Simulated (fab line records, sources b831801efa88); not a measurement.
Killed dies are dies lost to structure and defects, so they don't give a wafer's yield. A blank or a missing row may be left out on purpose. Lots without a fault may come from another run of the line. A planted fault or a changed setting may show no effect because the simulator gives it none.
Problem report in the 8D (eight disciplines) form, filled by code | flow gf180mcu | the parts of the form that need people (team, actions taken, sign-off) are left out

1. THE PROBLEM
M4_ALCU_RS at GF_M4_RS_MEAS_05 reads a mean of 0.0859 ohm/sq on 3 wafers of 3 lots; wafers without a fault read 0.0696 ohm/sq with a standard deviation of 0.00093. That is +18 standard deviations from the usual mean.
The step: measures by four-point-probe.
First seen on wafer L631.1, day 27 03:19, on film_metro-03. The record holds 42 wafers of 15 lots with a number at this step. Rule for "out", or "out of limits": more than 4 standard deviations from the usual mean. The other wafers with a number count as sound.

2. WHAT IT IS AND WHAT IT IS NOT
question                    | is                     | is not
which readings at this step | M4_ALCU_RS             | -
which lots                  | L631, L633, L634       | L617, L618, L619, L621, L622, L623, L624, L625, L626, L637, L638, L640
which wafers of those lots  | L631.1, L633.1, L634.1 | L631.6, L633.6, L634.4
read on which gauges        | film_metro-03          | film_metro-01, film_metro-02
when                        | from day 27 03:19      | up to then (28 sound wafers); but 11 sound wafers of L633, L634, L637, L638, L640 came after

3. SUSPECTS, AND WHAT RULES EACH OUT
Counting: a tool at a process step up to the reading stays a suspect if it ran every lot that is out. Sound lots after the first of them don't rule it out here, since some wafers of a struck lot are sound.
- the gauge at GF_M4_RS_MEAS_05: ruled out. All the wafers that are out were read on film_metro-03, but those of them that GF_M4_METAL_ETCH_16 has rows for are out there too, on other tools.
- pvd_sputter-03 at GF_M4_SPUTTER_02 (material AlCu, target thk 450 nm, time 23.9 s): kept. It ran every lot that is out, first L631 (day 27 03:13); its last sound lot up to then is L624 (day 25 08:22).
Left after counting: pvd_sputter-03 at GF_M4_SPUTTER_02.

4. THE CAUSE (what the simulator had put in)
Process parameter drift: pvd_sputter-03, from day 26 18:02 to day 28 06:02, at GF_M4_SPUTTER_02. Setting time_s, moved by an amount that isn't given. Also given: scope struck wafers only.
Counting left only this tool.

5. THE CHAIN OF EFFECTS, in route order
Each row: a reading whose mean over the struck wafers that have a number lies more than 3 standard deviations from the usual. Only readings for which the record gives a usual standard deviation are gone through. hours: the time from each lot's start at the first step in this table that gives one to its start at this step, as a median over the lots. sigmas: the change in usual standard deviations.
hours | step                | reading            | usual         | on struck wafers | change  | sigmas
0     | GF_M4_RS_MEAS_05    | M4_ALCU_RS         | 0.0696 ohm/sq | 0.0859           | +0.0163 | +18
0     | GF_M4_THK_MEAS_06   | M4_ALCU_THK        | 451 nm        | 364              | -87     | -12
21    | GF_M4_METAL_ETCH_16 | oes_product_au     | 0.971 a.u.    | 0.891            | -0.080  | -11
21    | GF_M4_METAL_ETCH_16 | throttle_valve_pct | 28.250 %      | 28.335           | +0.085  | +7.8
The process steps in it:
- GF_M4_METAL_ETCH_16: etches the open film in Cl2/BCl3, stops on SiO2, target depth 627.5 nm, time 104.6 s.
Later measuring or inspecting steps at which every struck wafer that the step has a row for has a number for every such reading, and none has moved that far: GF_M4_OVL_MEAS_15.

6. WHAT WOULD HAVE CAUGHT IT SOONER
In this record the first reading out of limits at a measuring or inspecting step was taken at day 27 03:19, 9 hours after the fault began at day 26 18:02.
Of the tool readings at GF_M4_SPUTTER_02 for which the record gives a usual standard deviation, none was out on any struck wafer, so an alarm limit of 4 standard deviations on them would not have fired.
Of the lots that are out (3), L633, L634 began GF_M4_SPUTTER_02 on pvd_sputter-03 after day 27 03:19. A hold on the tool at that time would have spared those 2.
